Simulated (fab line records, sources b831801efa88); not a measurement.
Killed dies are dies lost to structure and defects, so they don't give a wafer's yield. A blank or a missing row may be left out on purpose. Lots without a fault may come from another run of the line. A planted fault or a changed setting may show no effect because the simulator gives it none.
fab line records | flow gf180mcu
record lots=6 wafers=18 last_day=34
route steps=602 shown CONTACT@287
lots that met no fault: from a run of the same line without faults
start_h: hours from the record's first day to the start of the lot's first wafer shown | wait_h: hours since the lot's step before | " the same as in the row above | L1.1+2: a row that stands for several wafers | - no value, or no start given | * or withheld: withheld | < > ~ a bound
route shown NAME@n: a module of which the file shows steps, and the number in the route of the first | usual: mean/standard deviation of fault-free wafers | same: alike in all rows | chamber/n: place in a boat | sites: the reading at each site | _std_site: their standard deviation | _edge_site: outer sites' mean less inner sites' | radius_mm: how far each site lies from the wafer's centre | mask NAME#n: copy n | behind: the tool/chamber that last shaped the wafer | hold: why the lot was held/for how many hours/how that ended | device: the transistor (n, p or np) that didn't switch | end of line: the same wafers' tests at the end of the route | a step without rows: its recipe alone | killed: dies lost to structure and defects at the first sort, not the wafer's yield | map: a wafer's dies, x killed, . not, _ none there
set.NAME: the setting as run; set.NAME@STEP: as run at that earlier step | model.NAME: the simulator's own value behind a step, which no gauge read
lots at some steps of the route; a table a step, a row a wafer
services: from which hour (start_h, from the record's first day; less than 0 if before it) a tool's chamber was out of use, for how many hours, and why
## steps
# step GF_CONTACT_CVD_00
# recipe material=SiO2 target_thk_nm=300 sigma_open_frac=0.3 temp_c=400 time_s=50 sih4_flow_sccm=60 pressure_mtorr=6
# step GF_CONTACT_THK_MEAS_01
# recipe reads=SiO2_of_CONTACT_CVD_00
# usual CONTACT_CVD_00_THK=300.6/2.9
# columns lot.wafer tool chamber start_h wait_h CONTACT_CVD_00_THK[nm]
L327.1 film_metro-01 - 349.14 0.0 302.0
L327.2 " - " " 301.5
L327.6 " - " " 302.1
L329.1 film_metro-01 - 372.14 0.0 300.0
L329.2 " - " " 300.6
L329.5 " - " " 300.9
L338.2 film_metro-01 - 441.09 0.0 295.6
L338.3 " - " " 298.1
L338.6 " - " " 304.4
L339.1 film_metro-02 - 453.94 0.0 301.6
L339.5 " - " " 302.8
L339.6 " - " " 297.9
L347.1 film_metro-04 - 522.61 0.0 301.6
L347.3 " - " " 307.8
L347.6 " - " " 301.6
L349.2 film_metro-02 - 536.64 0.0 299.4
L349.5 " - " " 297.8
L349.6 " - " " 301.3
# step GF_CONTACT_CVD_02
# recipe material=SiO2 target_thk_nm=860 precursor=TEOS temp_c=400 time_s=95.992 rf_w=600
# usual heater_power_w=601/65
# columns lot.wafer tool chamber start_h wait_h heater_power_w
L327.1 pecvd-02 2 349.20 0.1 741
L327.2 " 0 " " 657
L327.6 " 2 " " 611
L329.1 pecvd-03 2 372.20 0.1 645
L329.2 " 1 " " 525
L329.5 " 0 " " 522
L338.2 pecvd-01 2 441.14 0.0 565
L338.3 " 0 " " 608
L338.6 " 2 " " 632
L339.1 pecvd-02 0 454.00 0.1 663
L339.5 " 1 " " 605
L339.6 " 2 " " 530
L347.1 pecvd-02 1 522.67 0.1 628
L347.3 " 0 " " 637
L347.6 " 1 " " 522
L349.2 pecvd-01 0 536.69 0.0 536
L349.5 " 1 " " 453
L349.6 " 2 " " 623
# step GF_CONTACT_THK_MEAS_03
# recipe reads=SiO2_of_CONTACT_CVD_02
# usual CONTACT_CVD_02_THK=858/10
# columns lot.wafer tool chamber start_h wait_h CONTACT_CVD_02_THK[nm]
L327.1 film_metro-01 - 349.27 0.0 854
L327.2 " - " " 855
L327.6 " - " " 857
L329.1 film_metro-02 - 372.27 0.0 837
L329.2 " - " " 853
L329.5 " - " " 863
L338.2 film_metro-01 - 441.22 0.0 849
L338.3 " - " " 857
L338.6 " - " " 861
L339.1 film_metro-01 - 454.07 0.0 843
L339.5 " - " " 857
L339.6 " - " " 864
L347.1 film_metro-02 - 522.74 0.0 848
L347.3 " - " " 850
L347.6 " - " " 860
L349.2 film_metro-02 - 536.77 0.0 871
L349.5 " - " " 869
L349.6 " - " " 876
# step GF_CONTACT_CMP_04
# recipe material=SiO2 down_force_psi=4 platen_rpm=60 pad_velocity_m_s=0.94248
# usual motor_current_A=11.6/0.65 time_to_endpoint_s=111/5.4
# columns lot.wafer tool chamber start_h wait_h motor_current_A time_to_endpoint_s
L327.1 cmp-02 2 349.38 0.1 11.9 107
L327.2 " 3 " " 11.4 110
L327.6 " 1 " " 11.8 114
L329.2 cmp-02 1 372.33 0.0 11.7 109
L329.1 " 0 " " 12.2 108
L329.5 " 2 " " 11.8 112
L338.2 cmp-01 0 441.37 0.1 12.5 109
L338.3 " 1 " " 10.4 111
L338.6 " 3 " " 12.6 110
L339.1 cmp-02 0 454.13 0.1 11.6 108
L339.6 " 0 " " 11.3 113
L339.5 " 1 " " 11.6 111
L347.3 cmp-02 1 522.80 0.0 11.3 108
L347.1 " 3 " " 10.9 102
L347.6 " 1 " " 11.6 110
L349.2 cmp-01 0 537.20 0.4 13.0 121
L349.5 " 1 " " 10.3 120
L349.6 " 2 " " 12.1 116
# step GF_CONTACT_BOW_MEAS_05
# recipe mode=bow
# usual CONTACT_BOW=65/6.1
# columns lot.wafer tool chamber start_h wait_h CONTACT_BOW[um]
L327.1 film_metro-02 - 349.63 0.2 61
L327.2 " - " " 58
L327.6 " - " " 67
L329.1 film_metro-02 - 372.63 0.1 68
L329.2 " - " " 66
L329.5 " - " " 71
L338.2 film_metro-02 - 441.59 0.2 59
L338.3 " - " " 69
L338.6 " - " " 72
L339.1 film_metro-04 - 454.43 0.2 71
L339.5 " - " " 64
L339.6 " - " " 73
L347.1 film_metro-04 - 523.10 0.1 59
L347.3 " - " " 56
L347.6 " - " " 49
L349.2 film_metro-04 - 537.37 0.1 50
L349.5 " - " " 72
L349.6 " - " " 67
# step GF_CONTACT_DEHYDRATE_06
# recipe temp_c=200 time_s=60
# step GF_CONTACT_HMDS_07
# recipe prime_time_s=60 prime_temp_c=120
# step GF_CONTACT_COAT_08
# recipe resist=BARC temp_c=withheld time_s=withheld spin_rpm=withheld resist_thk_nm=withheld
# step GF_CONTACT_COAT_09
# recipe resist=KrF spin_rpm=withheld resist_thk_nm=1000
# step GF_CONTACT_SOFTBAKE_10
# recipe temp_c=130 time_s=60 resist=KrF
# step GF_CONTACT_EXPOSE_11
# recipe mask_id=Contact target_cd_nm=220 na=0.68 source_shape=conventional sigma_outer=0.6 dose_mj=38
# step GF_CONTACT_PEB_12
# recipe peb_temp_c=135 peb_time_s=90 resist=KrF
# usual heater_power_total_W=85.70/0.075 plate_temp_C=135.00/0.14
# columns lot.wafer tool chamber start_h wait_h heater_power_total_W plate_temp_C
L327.1 litho_track-03 0 371.19 - 85.64 135.22
L327.2 " 0 " " 85.69 134.98
L327.6 " 0 " " 85.66 134.89
L329.1 litho_track-01 0 394.62 - 85.65 134.95
L329.2 " 0 " " 85.71 135.12
L329.5 " 0 " " 85.60 134.87
L338.2 litho_track-01 0 465.01 - 86.86 136.15
L338.3 " 0 " " 86.67 136.45
L338.6 " 0 " " 86.95 136.53
L339.1 litho_track-01 0 478.57 - 86.91 136.18
L339.5 " 0 " " 86.84 136.30
L339.6 " 0 " " 86.72 136.35
L347.1 litho_track-03 0 545.28 - 85.75 135.11
L347.3 " 0 " " 85.56 134.92
L347.6 " 0 " " 85.83 134.95
L349.2 litho_track-03 0 558.92 - 85.54 134.84
L349.5 " 0 " " 85.80 134.89
L349.6 " 0 " " 85.67 135.00
# step GF_CONTACT_DEVELOP_13
# recipe develop_time_s=60 resist=KrF dev_temp_c=21
# step GF_CONTACT_CD_MEAS_14
# recipe target_cd_nm=220
# usual cd_nm=220.1/1.4
# columns lot.wafer tool chamber start_h wait_h cd_nm
L327.1 cd_sem-01 - 371.54 0.1 219.0
L327.2 " - " " 219.5
L327.6 " - " " 219.9
L329.1 cd_sem-01 - 394.97 0.1 221.0
L329.2 " - " " 219.5
L329.5 " - " " 219.1
L338.2 cd_sem-01 - 465.34 0.1 223.4
L338.3 " - " " 221.8
L338.6 " - " " 223.1
L339.1 cd_sem-01 - 478.92 0.1 223.8
L339.5 " - " " 223.3
L339.6 " - " " 224.0
L347.1 cd_sem-01 - 545.63 0.1 219.3
L347.3 " - " " 219.1
L347.6 " - " " 218.8
L349.2 cd_sem-02 - 559.46 0.3 217.0
L349.5 " - " " 219.0
L349.6 " - " " 217.9
# step GF_CONTACT_OVL_MEAS_15
# usual CONTACT_OVL=-4/6
# columns lot.wafer tool chamber start_h wait_h CONTACT_OVL[nm]
L327.1 overlay-02 - 371.66 0.1 -1
L327.2 " - " " -2
L327.6 " - " " -3
L329.1 overlay-02 - 395.09 0.1 8
L329.2 " - " " 1
L329.5 " - " " 2
L338.2 overlay-02 - 465.45 0.1 -4
L338.3 " - " " -9
L338.6 " - " " -3
L339.1 overlay-01 - 479.04 0.1 2
L339.5 " - " " 2
L339.6 " - " " 0
L347.1 overlay-02 - 545.75 0.1 -12
L347.3 " - " " -7
L347.6 " - " " -7
L349.2 overlay-02 - 559.57 0.1 -7
L349.5 " - " " 3
L349.6 " - " " -1
# step GF_CONTACT_ETCH_16
# recipe chemistry=N2/H2 target_depth_a=withheld overetch_a=withheld time_s=withheld target=BARC ion_energy_ev=200 source_w=500 bias_w=100 pressure_mtorr=30 n2_flow_sccm=100 h2_flow_sccm=200
# usual drypump_motor_current_A=5.7/0.36 oes_product_au=0.854/0.0048 throttle_valve_pct=13.225/0.0096
# columns lot.wafer tool chamber start_h wait_h drypump_motor_current_A oes_product_au throttle_valve_pct model.CONTACT.cd_nm
L327.1 rie_diel-01 1 371.69 0.0 5.0 0.848 13.222 219.5
L327.2 " 2 " " 6.2 0.850 13.235 219.8
L327.6 " 0 " " 5.8 0.856 13.234 220.2
L329.1 rie_diel-01 2 395.13 0.0 6.2 0.850 13.230 220.5
L329.2 " 0 " " 5.8 0.854 13.212 219.3
L329.5 " 3 " " 5.8 0.845 13.233 218.9
L338.2 rie_diel-03 1 465.48 0.0 5.4 0.853 13.236 224.1
L338.3 " 2 " " 5.7 0.854 13.231 222
L338.6 " 3 " " 5.4 0.857 13.228 222.6
L339.1 rie_diel-04 0 479.08 0.0 5.4 0.854 13.218 223.4
L339.5 " 3 " " 6.6 0.850 13.227 223.9
L339.6 " 2 " " 6.0 0.855 13.214 223.5
L347.1 rie_diel-03 3 545.79 0.0 5.4 0.858 13.230 218.5
L347.3 " 2 " " 5.8 0.851 13.224 219.6
L347.6 " 1 " " 5.5 0.847 13.219 218.9
L349.2 rie_diel-01 1 559.60 0.0 5.0 0.844 13.214 216.6
L349.5 " 1 " " 5.0 0.852 13.220 218.6
L349.6 " 2 " " 6.1 0.865 13.219 218.3
# step GF_CONTACT_ETCH_17
# recipe chemistry=C4F8/O2/Ar mask_material=KrF target=SiO2 stop_on=CoSi2 source_w=1500 bias_w=1200 pressure_mtorr=40 c4f8_flow_sccm=withheld O2_flow_sccm=6 Ar_flow_sccm=300 time_s=withheld target_depth_a=8600
# usual oes_product_au=0.815/0.0045
# columns lot.wafer tool chamber start_h wait_h oes_product_au model.CONTACT.cd_nm
L327.1 rie_diel-01 1 - - 0.822 219.5
L327.2 " 2 " " 0.813 220.6
L327.6 " 0 " " 0.810 218.8
L329.1 rie_diel-01 2 - - 0.821 220.9
L329.2 " 0 " " 0.814 217.9
L329.5 " 3 " " 0.809 218.4
L338.2 rie_diel-03 1 - - 0.817 223.5
L338.3 " 2 " " 0.820 221.4
L338.6 " 3 " " 0.812 223.2
L339.1 rie_diel-04 0 - - 0.815 223.4
L339.5 " 3 " " 0.811 225.6
L339.6 " 2 " " 0.812 223
L347.1 rie_diel-03 3 - - 0.811 219.4
L347.3 " 2 " " 0.820 219.5
L347.6 " 1 " " 0.813 217.9
L349.2 rie_diel-01 1 - - 0.818 216.3
L349.5 " 1 " " 0.811 218.4
L349.6 " 2 " " 0.818 219.1
# step GF_CONTACT_STRIP_18
# recipe chemistry=O2/N2 power_w=1400 pressure_mtorr=1500 platen_temp_c=250 o2_flow_sccm=3000 n2_flow_sccm=300 overash_fraction=0.5
# usual drypump_motor_current_A=5.8/0.37 heater_power_w=344/16 oes_product_au=0.580/0.0049
# columns lot.wafer tool chamber start_h wait_h drypump_motor_current_A heater_power_w oes_product_au rf_hours_counter_h
L327.1 plasma_asher-02 1 371.86 - 5.6 364 0.578 71
L327.2 " 0 " " 6.3 345 0.576 71
L327.6 " 0 " " 6.3 347 0.586 -
L329.1 plasma_asher-03 0 395.29 - 5.8 349 0.576 30
L329.2 " 1 " " 5.9 354 0.581 30
L329.5 " 0 " " 5.8 340 0.582 -
L338.2 plasma_asher-02 0 465.64 - 6.3 362 0.579 4
L338.3 " 1 " " 5.6 347 0.581 -
L338.6 " 0 " " 6.3 372 0.580 -
L339.1 plasma_asher-02 0 479.24 - 6.2 368 0.574 5
L339.5 " 1 " " 5.6 347 0.580 -
L339.6 " 0 " " 6.3 365 0.580 -
L347.1 plasma_asher-01 1 545.95 - 6.1 348 0.576 91
L347.3 " 0 " " 5.3 327 0.576 -
L347.6 " 0 " " 5.3 315 0.582 -
L349.2 plasma_asher-03 1 559.76 - 5.9 358 0.584 43
L349.5 " 1 " " 5.9 351 0.580 -
L349.6 " 0 " " 5.8 354 0.590 -
## services
# columns tool chamber start_h hours kind
rie_diel-01 - 336.29 1.0 repair
pecvd-02 - 336.44 2.8 pm
pecvd-02 - 360.32 0.6 repair
pecvd-02 - 368.88 14.0 pm
rie_diel-01 3 379.69 4.1 repair
cmp-02 - 381.72 3.7 repair
rie_diel-03 2 385.70 4.2 repair
cmp-02 - 386.75 10.5 pm
rie_diel-03 - 388.23 0.3 repair
rie_diel-03 - 392.15 0.6 repair
rie_diel-01 1 394.46 1.4 repair
cmp-02 - 404.40 4.0 pm
cmp-02 - 449.43 1.2 repair
cmp-02 - 450.74 1.2 repair
rie_diel-01 - 461.98 28.1 pm
cmp-02 - 497.48 0.5 repair
cmp-02 - 507.69 1.4 repair
cmp-02 - 513.19 0.9 repair
rie_diel-01 0 515.53 4.7 repair
rie_diel-03 3 517.00 5.1 repair
cmp-02 - 532.83 17.5 repair
cmp-02 - 538.64 0.8 repair
rie_diel-03 3 550.38 7.6 repair
rie_diel-03 - 551.67 4.4 repair
## key
first_sign step=GF_CONTACT_PEB_12 reading=heater_power_total_W direction=up sigmas=15 usual=85.70 struck=86.83
effect step=GF_CONTACT_PEB_12 reading=plate_temp_C direction=up sigmas=9.8 usual=* struck=*
effect step=GF_CONTACT_CD_MEAS_14 reading=cd_nm direction=up sigmas=2.3 usual=220.1 struck=223.2 through=control_loop
model_effect step=GF_CONTACT_ETCH_16 value=CONTACT.cd_nm without=220 struck=223.2
model_effect step=GF_CONTACT_ETCH_17 value=CONTACT.cd_nm without=220.1 struck=223.3
met_at GF_CONTACT_PEB_12
struck_wafers L338.2,L338.3,L338.6,L339.1,L339.5,L339.6
tester_left_out L338,L339
loop_trim step=GF_CONTACT_EXPOSE_11 setting=dose lots=L339
onset_between 394.62 465.01
fault kind=process_parameter_drift tool=litho_track-01 chamber=- onset_h=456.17 steps=GF_CONTACT_PEB_12 channel=peb_temp_c offset=* shape=step end_h=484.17 acts_in=* stated=*
# tester_left_out: of these lots the tester's yield and bins aren't shown, on N5 and GAA mostly nor the transistor test; their killed dies are dies lost to structure and defects alone, not to doping, threshold or leakage, so they don't give the yield
# loop_trim: a control loop set the setting to another value than it would have without faults
